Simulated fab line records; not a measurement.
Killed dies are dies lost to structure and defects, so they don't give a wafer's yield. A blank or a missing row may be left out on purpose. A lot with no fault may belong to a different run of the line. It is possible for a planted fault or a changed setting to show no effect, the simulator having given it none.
A struck lot beside a sound one | flow sky130 | 17 out of 708 route steps
Sound: these wafers, L572.1, L572.4, L572.6. Wafers L568.1, L568.3, L568.5 were the ones struck. The cause is named last.
For every step that has rows: the tool of each side, followed by ch and its chambers, followed by its first start. Under that, the readings that differ: sound wafers | struck wafers | difference of the means | sigmas: that difference in standard deviations of wafers without a fault.
alike: readings with means less than 2 such deviations apart, plus words and numbers identical on both sides. not compared: withheld readings, readings lacking a value on some wafer, bounds such as >300 that could conceal the same value, and numbers that have no deviation in the record and whose values overlap.
A row with sigmas, a row that says differs or no value, or rows on one side alone: a step with any of these is where the two part. When numbers do not overlap yet have no deviation, they are printed without sigmas and do not part them. A reading that every wafer of one side lacks parts them only if that side has two wafers or more.

first, 1 step without rows for these wafers: SKY_NWELL_IMPLANT_24.
SKY_NWELL_STRIP_25: strips in O2/N2.
  sound on plasma-asher-02 ch 0,1, day 9 09:13; struck on plasma-asher-03 ch 0,1, day 8 11:13
  alike: drypump-motor-current-A, oes-product-au, strip-time-to-endpoint-s
  not compared: rf-hours-counter-h
SKY_NWELL_TW_MEAS_26:
  sound: film-metro-04 at day 9 09:19; struck: film-metro-02 at day 8 11:19
  reading    | sound             | struck            | difference | sigmas
  NWELL_2_TW | 498.4 496.0 497.2 | 505.4 504.1 501.0 | +6.3       | +2
then, 1 step without rows for these wafers: SKY_NWELL_CLEAN_27 (cleans in SC1/SC2, time 150 s).
SKY_NWELL_RTA_28: time 30 s.
  sound on rtp-anneal-01 ch 0, day 9 09:26; struck on rtp-anneal-01 ch 0, day 8 11:25
  alike: lamp-power-pct, wafer_temp_C_max
SKY_NWELL_RS_MEAS_29: uses a four-point probe to measure.
  sound: film-metro-03 at day 9 09:32; struck: film-metro-02 at day 8 11:31
  alike: NWELL_RS
SKY_NWELL_RS_MEAS_31: uses a four-point probe to measure.
  sound: film-metro-03 at day 9 09:46; struck: film-metro-02 at day 8 11:46
  alike: PWDE_RS
then, 4 steps without rows for these wafers: SKY_VT_ADJUST_HVTP_DEHYDRATE_00 (time 60 s); SKY_VT_ADJUST_HVTP_HMDS_01 (prime time 60 s); SKY_VT_ADJUST_HVTP_COAT_02 (resist thk 1140 nm); SKY_VT_ADJUST_HVTP_SOFTBAKE_03 (time 60 s).
SKY_VT_ADJUST_HVTP_EXPOSE_04: exposes mask HVTPM, target cd 380 nm.
  sound on iline-stepper-01 ch 0, day 9 20:32; struck on iline-stepper-02 ch 0, day 8 22:05
  reading                                | sound             | struck            | difference | sigmas
  model.VT_ADJUST_HVTP.overlay-x-nm (nm) | 1.117 1.117 1.117 | 48.33 48.33 48.33 | +47.21     |
  alike: mask
then, 2 steps without rows for these wafers: SKY_VT_ADJUST_HVTP_PEB_05; SKY_VT_ADJUST_HVTP_DEVELOP_06 (develop time 60 s).
SKY_VT_ADJUST_HVTP_CD_MEAS_07 targets a cd of 380 nm.
  sound: cd-sem-02 at day 10 06:41; struck: cd-sem-01 at day 9 08:34
  alike: cd-nm
SKY_VT_ADJUST_HVTP_OVL_MEAS_08:
  sound: overlay-02 at day 10 06:48; struck: overlay-02 at day 9 08:53
  reading                 | sound        | struck         | difference | sigmas
  VT_ADJUST_HVTP_OVL (nm) | 1.6 -0.6 1.1 | 46.8 47.3 47.9 | +46.6      | +29
  not compared: hold
-- the record jumps here: 39 days lie between the struck wafers' starts before and after (it left off in module VT_ADJUST_HVTP and takes up again in module PAD_OPEN, whose first step shown is number 708 of the route) --
SKY_PAD_OPEN_PROBE_99:
  sound: prober-01 at day 49 10:59; struck: prober-02 at day 48 14:53
  reading                                    | sound                   | struck                  | difference | sigmas
  model.etest.sram-pfet-latch.drive-ua-um    | 129.9 135.8 136.6       | 149.5 156.2 155         | +19.5      |
  model.etest.sram-pfet-latch.off-log10-a-um | -13.07 -12.98 -12.97    | -12.08 -12.19 -12.03    | +0.91      |
  model.etest.sram-pfet-latch.vt-sat-v (V)   | -0.8232 -0.7871 -0.7928 | -0.7292 -0.7321 -0.7147 | +0.0757    |
  model.etest.sram-pfet-latch.vt-v (V)       | -0.9484 -0.9183 -0.9266 | -0.8786 -0.8824 -0.8679 | +0.0548    |
  alike: killed_at_M0_to_M3, killed_at_M4_up, killed-at-contacts, killed-at-front-end, killed-at-other, killed-dies, killed-on-rim, killed-open, killed-short

## WHERE THEY PART
At SKY_NWELL_TW_MEAS_26 first; at SKY_VT_ADJUST_HVTP_OVL_MEAS_08 last (within this record only). Later steps at which nothing parts them and some readings are alike: SKY_PAD_OPEN_PROBE_99.

WHY: whatever the simulator had introduced
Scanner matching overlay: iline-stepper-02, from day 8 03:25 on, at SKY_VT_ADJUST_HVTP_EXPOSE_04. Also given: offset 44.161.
